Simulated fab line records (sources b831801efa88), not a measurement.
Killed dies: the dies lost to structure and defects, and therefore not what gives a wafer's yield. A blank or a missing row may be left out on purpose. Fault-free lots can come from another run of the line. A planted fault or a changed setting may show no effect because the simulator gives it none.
A single fault, viewed from 2 desks | flow sky130 | each desk has only its own numbers; what lay behind them comes last

## FOR THE TOOL OWNER'S DESK: implanter-04
The tool's own readings at SKY_LDD_P_IMPLANT_09, given as means over the sampled wafers that have a number, one for each lot that went through this tool. The brackets show how far a lot's mean lies from the usual mean; more than 4 standard deviations puts the lot out of limits, marked OUT.
Columns: A = doseIonsCm2 at SKY_LDD_P_IMPLANT_09, usual 9.999e+12; B = faradayCurrentUA at SKY_LDD_P_IMPLANT_09, usual 56.4
lot  | first seen here | A                           | B
L819 | day 19 05:38    | 1.001e+13                   | 55.5
L820 | day 20 15:22    | 1.000e+13                   | 56.3
L821 | day 21 02:56    | 1.000e+13                   | 57.1
L827 | day 22 08:11    | 5.754e+12 (-99 or more) OUT | 32.4 (-20) OUT
L828 | day 23 00:18    | 5.772e+12 (-99 or more) OUT | 32.9 (-20) OUT
L838 | day 26 19:45    | 1.000e+13                   | 57.7
Finding of this desk: L827, L828 out of limits; the first was L827 at day 22 08:11, on doseIonsCm2 at SKY_LDD_P_IMPLANT_09. Within limits: L819, L820, L821, L838.

## FROM THE METROLOGY DESK
Lot by lot, what the gauges showed, no matter which tool ran the lot: averages of those sampled wafers that carry a number. The brackets show how far a lot's mean lies from the usual mean; more than 4 standard deviations puts the lot out of limits, marked OUT.
Columns: A = LDD_P_TW at SKY_LDD_P_TW_MEAS_11, usual 636; B = LOCAL_INTERCONNECT_TIN_THK at SKY_LOCAL_INTERCONNECT_THK_MEAS_02, usual 102.3 nm; C = CONTACT_OVL at SKY_CONTACT_OVL_MEAS_15, usual 0 nm
lot  | first seen here | A             | B     | C
L818 | day 18 13:05    | 630           | 101.4 | -2
L819 | day 19 05:51    | 634           | 104.1 | 4
L820 | day 20 15:36    | 635           | 101.7 | -1
L821 | day 21 03:11    | 632           | 102.3 | 2
L823 | day 21 23:20    | 646           | 103.1 | 3
L822 | day 21 23:40    | 632           | 104.4 | -6
L827 | day 22 08:26    | 538 (-23) OUT | 104.5 | 9
L826 | day 22 09:15    | 638           | 99.7  | -4
L828 | day 23 00:33    | 533 (-24) OUT | 102.3 | 6
L832 | day 24 10:47    | 630           | 103.3 | 5
L838 | day 26 20:00    | 632           | 101.3 | -7
L840 | day 27 00:10    | 636           | 101.0 | 1
This desk's finding: out of limits on L827, L828; first on L827, day 22 08:26 (LDD_P_TW at SKY_LDD_P_TW_MEAS_11). Within limits: L818, L819, L820, L821, L823, L822, L826, L832, L838, L840.

## ALL TOGETHER
An alarm could have come from the tool owner's desk at day 22 08:11, on L827, L828.
An alarm was possible from the metrology desk at day 22 08:26, on L827, L828.
All the named lots went through SKY_LDD_P_IMPLANT_09 on implanter-04.

## WHAT THE SIMULATOR HAD INSERTED
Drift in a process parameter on implanter-04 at SKY_LDD_P_IMPLANT_09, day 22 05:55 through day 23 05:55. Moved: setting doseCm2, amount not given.
Shown lots that were struck: L827, L828.
Time in hours from fault onset to the first out-of-limits reading at each desk: tool owner's desk 2, metrology desk 3.
